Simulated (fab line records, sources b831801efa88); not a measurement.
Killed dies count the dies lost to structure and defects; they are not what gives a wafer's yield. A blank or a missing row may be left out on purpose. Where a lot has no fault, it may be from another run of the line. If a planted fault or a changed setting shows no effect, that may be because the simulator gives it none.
Chamber matching / flow sky130 / SKY_SONOS_ONO_WET_ETCH_18 on wet_bench-01 has 3 sister chambers
The step etches Si3N4 in H3PO4, target depth 15 nm, time 172 s. 14 wafers are shown with their chamber, then 4 later ones without.

WAFERS PAIRED WITH THEIR CHAMBERS
wafer=L676.1; chamber=1; bath_heat_duty_pct (%)=24.8; bath_guard_temp_C (C)=160.0
wafer=L676.2; chamber=1; bath_heat_duty_pct (%)=22.8; bath_guard_temp_C (C)=159.9
wafer=L676.4; chamber=1; bath_heat_duty_pct (%)=22.2; bath_guard_temp_C (C)=160.4
wafer=L688.1; chamber=3; bath_heat_duty_pct (%)=28.4; bath_guard_temp_C (C)=159.9
wafer=L688.2; chamber=3; bath_heat_duty_pct (%)=26.7; bath_guard_temp_C (C)=159.5
wafer=L688.3; chamber=3; bath_heat_duty_pct (%)=26.7; bath_guard_temp_C (C)=160.0
wafer=L689.3; chamber=3; bath_heat_duty_pct (%)=29.3; bath_guard_temp_C (C)=159.8
wafer=L689.4; chamber=3; bath_heat_duty_pct (%)=28.3; bath_guard_temp_C (C)=159.4
wafer=L689.5; chamber=3; bath_heat_duty_pct (%)=27.8; bath_guard_temp_C (C)=159.8
wafer=L691.1; chamber=3; bath_heat_duty_pct (%)=28.4; bath_guard_temp_C (C)=159.4
wafer=L691.3; chamber=3; bath_heat_duty_pct (%)=28.5; bath_guard_temp_C (C)=159.9
wafer=L691.6; chamber=3; bath_heat_duty_pct (%)=28.1; bath_guard_temp_C (C)=159.5
wafer=L692.3; chamber=2; bath_heat_duty_pct (%)=26.6; bath_guard_temp_C (C)=161.1
wafer=L692.5; chamber=2; bath_heat_duty_pct (%)=26.6; bath_guard_temp_C (C)=160.6

SIGNATURES (averages over the wafers above)
reading=bath_heat_duty_pct; chamber 1=23.267; chamber 2=26.600; chamber 3=28.022; scatter within a chamber=0.928
reading=bath_guard_temp_C; chamber 1=160.100; chamber 2=160.850; chamber 3=159.689; scatter within a chamber=0.255
Rule: for each reading, subtract the chamber's mean from the wafer's reading, divide by that reading's scatter and square the result; add these up over the readings and take the root, which gives the wafer's distance from the chamber. If the next closest chamber is less than 2 further off than the closest, the wafer can't be placed; otherwise it belongs to the closest. How the scatter is found: for the shown wafers, subtract from each reading the mean of its chamber, square and add these, divide the total by (wafers less chambers), then take the root.

WAFERS WITH NO CHAMBER GIVEN
wafer=L692.6; bath_heat_duty_pct (%)=26.4; bath_guard_temp_C (C)=160.8
wafer=L694.2; bath_heat_duty_pct (%)=23.2; bath_guard_temp_C (C)=159.9
wafer=L694.5; bath_heat_duty_pct (%)=22.9; bath_guard_temp_C (C)=160.4
wafer=L694.6; bath_heat_duty_pct (%)=24.1; bath_guard_temp_C (C)=160.5

THE CHAMBER EACH PASSED THROUGH
wafer=L692.6; from the rows above=2; in truth=2
wafer=L694.2; from the rows above=1; in truth=1
wafer=L694.5; from the rows above=1; in truth=1
wafer=L694.6; from the rows above=can't be placed: 1 or 2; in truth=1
3 of 4 placed correctly. Can't be placed from these rows: 1 (the true chamber is among the candidates in 1). Number placed wrongly: 0.
